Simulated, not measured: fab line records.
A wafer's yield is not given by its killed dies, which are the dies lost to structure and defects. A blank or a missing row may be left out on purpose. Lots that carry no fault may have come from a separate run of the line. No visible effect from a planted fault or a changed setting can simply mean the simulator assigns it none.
Which of the tools did it? + flow sky130 + 10 lots, 30 wafers sampled, at 4 steps of a route of 708

== WHAT THE GAUGES SHOWED, per wafer ==
SKY_CONTACT_RS_MEAS_25: measures by four-point-probe.
| lot  | measured     | on            | CONTACT_W_RS (ohm/sq)               |
|------|--------------|---------------|-------------------------------------|
| L573 | day 32 23:04 | film-metro-04 | 0.342 0.332 0.334                   |
| L574 | day 33 08:22 | film-metro-03 | 0.307 0.308 0.306 0.307 0.308 0.306 |
| L578 | day 34 12:06 | film-metro-03 | 0.306 0.297 0.298 0.306 0.297 0.298 |
| L583 | day 36 00:38 | film-metro-03 | 0.335 0.337 0.338                   |
| L584 | day 36 17:08 | film-metro-03 | 0.339 0.342 0.333                   |
| L586 | day 37 08:37 | film-metro-04 | 0.343 0.339 0.341                   |
| L587 | day 37 12:30 | film-metro-04 | 0.327 0.339 0.331                   |
| L589 | day 38 13:27 | film-metro-01 | 0.341 0.333 0.345                   |
| L591 | day 38 21:47 | film-metro-03 | 0.339 0.340 0.348                   |
| L592 | day 39 04:14 | film-metro-03 | 0.342 0.340 0.342                   |

== TOOL THAT RAN EACH LOT (tool first, then ch and the chambers of the sampled wafers, then the start) ==
| lot  | SKY_LI_CONTACT_SPUTTER_20    | SKY_CONTACT_SPUTTER_23       | SKY_CONTACT_CVD_24            |
|------|------------------------------|------------------------------|-------------------------------|
| L573 | pvd-sputter-01, day 30 12:58 | pvd-sputter-03, day 32 22:53 | cvd-w-01 ch 0,1, day 32 22:57 |
| L574 | pvd-sputter-03, day 30 22:35 | pvd-sputter-04, day 33 08:11 | cvd-w-01 ch 1, day 33 08:15   |
| L578 | pvd-sputter-01, day 32 03:31 | pvd-sputter-04, day 34 11:55 | cvd-w-01 ch 0,1, day 34 11:58 |
| L583 | pvd-sputter-03, day 33 16:56 | pvd-sputter-02, day 36 00:27 | cvd-w-02 ch 0,1, day 36 00:31 |
| L584 | pvd-sputter-04, day 34 08:20 | pvd-sputter-04, day 36 16:57 | cvd-w-02 ch 0,1, day 36 17:01 |
| L586 | pvd-sputter-04, day 35 01:17 | pvd-sputter-04, day 37 08:27 | cvd-w-01 ch 0,1, day 37 08:31 |
| L587 | pvd-sputter-03, day 35 04:27 | pvd-sputter-04, day 37 12:19 | cvd-w-01 ch 0,1, day 37 12:22 |
| L589 | pvd-sputter-04, day 36 05:34 | pvd-sputter-02, day 38 13:16 | cvd-w-01 ch 0,1, day 38 13:20 |
| L591 | pvd-sputter-01, day 36 15:16 | pvd-sputter-04, day 38 21:36 | cvd-w-01 ch 0,1, day 38 21:40 |
| L592 | pvd-sputter-04, day 36 23:02 | pvd-sputter-04, day 39 04:03 | cvd-w-01 ch 1, day 39 04:07   |
- SKY_LI_CONTACT_SPUTTER_20: material TiN, target thk 20 nm, time 80 s.
- SKY_CONTACT_SPUTTER_23: material TiN, target thk 20 nm, time 80 s.
- SKY_CONTACT_CVD_24: deposits W, target thk 340 nm, time 102.12 s.

== THE ANSWER, worked out from the rows above alone ==
Rule: usual is defined by the lots themselves. The widest of any qualifying gaps counts: lots, ordered by their means at a reading, are off when they make up no more than a third of the lots, leave a main group of 4 or more, and stand apart from it by 3 or more times the standard deviation of that group's means. Not used: any main group whose means are identical at the precision the tables above print for the reading. Also off: a lot with no number at a reading for which 4 or more lots have one. The other lots that the step has rows for count as sound.
Off: at SKY_CONTACT_RS_MEAS_25 (CONTACT_W_RS), L574, L578. The main group: mean 0.338 ohm/sq, standard deviation 0.0031.
If a tool, at a process step before that reading, ran all the lots that are off and no sound lot after the first of them, it fits. Gauges at SKY_CONTACT_RS_MEAS_25: tried the same way as those tools. None of those tried fits.

== WHAT THE SIMULATOR HAD INSERTED ==
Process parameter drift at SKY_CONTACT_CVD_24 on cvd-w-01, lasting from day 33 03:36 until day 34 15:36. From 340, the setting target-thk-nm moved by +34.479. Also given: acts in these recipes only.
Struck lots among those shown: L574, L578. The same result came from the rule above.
